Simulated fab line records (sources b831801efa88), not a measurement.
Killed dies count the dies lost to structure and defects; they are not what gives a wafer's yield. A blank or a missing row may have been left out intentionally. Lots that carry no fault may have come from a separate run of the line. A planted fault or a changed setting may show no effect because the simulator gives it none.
What tool caused it? | flow sky130 | 11 lots, 33 wafers sampled, at 4 steps of a route of 708

== WHAT THE GAUGES SHOWED, per wafer ==
SKY_VIA4_RS_MEAS_19: a four-point-probe measurement.
lot  | measured     | on           | VIA4_W_RS (ohm/sq)
L933 | day 42 13:47 | filmMetro-04 | 0.2256 0.2265 0.2271
L935 | day 43 07:50 | filmMetro-04 | 0.2279 0.2269 0.2266
L936 | day 43 13:06 | filmMetro-04 | 0.2293 0.2310 0.2301
L937 | day 44 07:43 | filmMetro-03 | 0.2222 0.2248 0.2274
L939 | day 44 12:54 | filmMetro-04 | 0.2287 0.2265 0.2267
L940 | day 44 21:53 | filmMetro-03 | 0.2273 0.2282 0.2271
L942 | day 45 15:11 | filmMetro-03 | 0.2271 0.2297 0.2301
L944 | day 45 20:16 | filmMetro-02 | 0.2218 0.2234 0.2252
L948 | day 47 00:42 | filmMetro-03 | 0.2302 0.2518 0.2484
L951 | day 48 22:19 | filmMetro-02 | 0.2255 0.2263 0.2264
L955 | day 48 23:04 | filmMetro-02 | 0.2261 0.2254 0.2253

== WHICH TOOL RAN EACH LOT (tool, then ch and the chambers of the sampled wafers, then the start) ==
lot  | SKY_VIA3_ETCH_15                  | SKY_METAL4_SPUTTER_01       | SKY_VIA4_CVD_18
L933 | rieDiel-01 ch 0,3, day 39 08:26   | pvdSputter-03, day 39 09:46 | cvdW-02 ch 0,1, day 42 13:37
L935 | rieDiel-01 ch 0,1,2, day 40 03:34 | pvdSputter-04, day 40 05:22 | cvdW-01 ch 0, day 43 07:34
L936 | rieDiel-01 ch 0,1, day 40 08:05   | pvdSputter-04, day 40 09:49 | cvdW-01 ch 0, day 43 12:48
L937 | rieDiel-01 ch 0,1, day 41 04:43   | pvdSputter-01, day 41 06:03 | cvdW-02 ch 0,1, day 44 07:34
L939 | rieDiel-03 ch 1,2, day 41 10:28   | pvdSputter-04, day 41 11:48 | cvdW-01 ch 0,1, day 44 12:43
L940 | rieDiel-02 ch 0,1,2, day 41 20:58 | pvdSputter-01, day 41 22:18 | cvdW-01 ch 0,1, day 44 21:44
L942 | rieDiel-03 ch 2,3, day 42 16:25   | pvdSputter-03, day 42 17:52 | cvdW-01 ch 0,1, day 45 15:02
L944 | rieDiel-02 ch 2,3, day 42 21:31   | pvdSputter-03, day 42 22:58 | cvdW-02 ch 0, day 45 20:06
L948 | rieDiel-01 ch 2,3, day 44 04:49   | pvdSputter-03, day 44 08:25 | cvdW-01 ch 0,1, day 47 00:33
L951 | rieDiel-01 ch 2,3, day 46 07:47   | pvdSputter-01, day 46 09:12 | cvdW-02 ch 0,1, day 48 22:08
L955 | rieDiel-01 ch 1,2, day 46 09:26   | pvdSputter-01, day 46 10:47 | cvdW-02 ch 0,1, day 48 22:55
- SKY_VIA3_ETCH_15: etches SiO2 in C4F8/O2/Ar, stops on TiN, target depth 507 nm, time 78 s.
- SKY_METAL4_SPUTTER_01: material TiN, target thk 20 nm, time 16.7 s.
- SKY_VIA4_CVD_18: deposits W, target thk 505 nm, time 152.14 s.

== THE ANSWER, worked out from the rows above alone ==
Rule: the usual values come from the lots themselves. Put in order of their means at a reading, lots are off if they are a third of the lots or fewer, leave a main group of 4 or more, and stand apart from it by a gap of 3 or more times the standard deviation of the main group's means; of several such gaps the widest counts. The tables above print the reading to a certain number of digits; a main group whose means all agree to those digits is not used. Also off: a lot with no number at a reading for which 4 or more lots have one. All remaining lots with rows at the step are treated as sound.
Off: L948, seen at SKY_VIA4_RS_MEAS_19 (VIA4_W_RS). For the main group the mean is 0.2267 ohm/sq and the standard deviation 0.0018.
A tool fits if, at a process step before that reading, it ran every lot that is off, and no sound lot after the first of them. Gauges at SKY_VIA4_RS_MEAS_19: tried the same way as those tools. Can't be told from this: 3 tools fit, pvdSputter-03 at SKY_METAL4_SPUTTER_01, cvdW-01 at SKY_VIA4_CVD_18, filmMetro-03 at SKY_VIA4_RS_MEAS_19.

== WHAT HAD BEEN PUT IN BY THE SIMULATOR ==
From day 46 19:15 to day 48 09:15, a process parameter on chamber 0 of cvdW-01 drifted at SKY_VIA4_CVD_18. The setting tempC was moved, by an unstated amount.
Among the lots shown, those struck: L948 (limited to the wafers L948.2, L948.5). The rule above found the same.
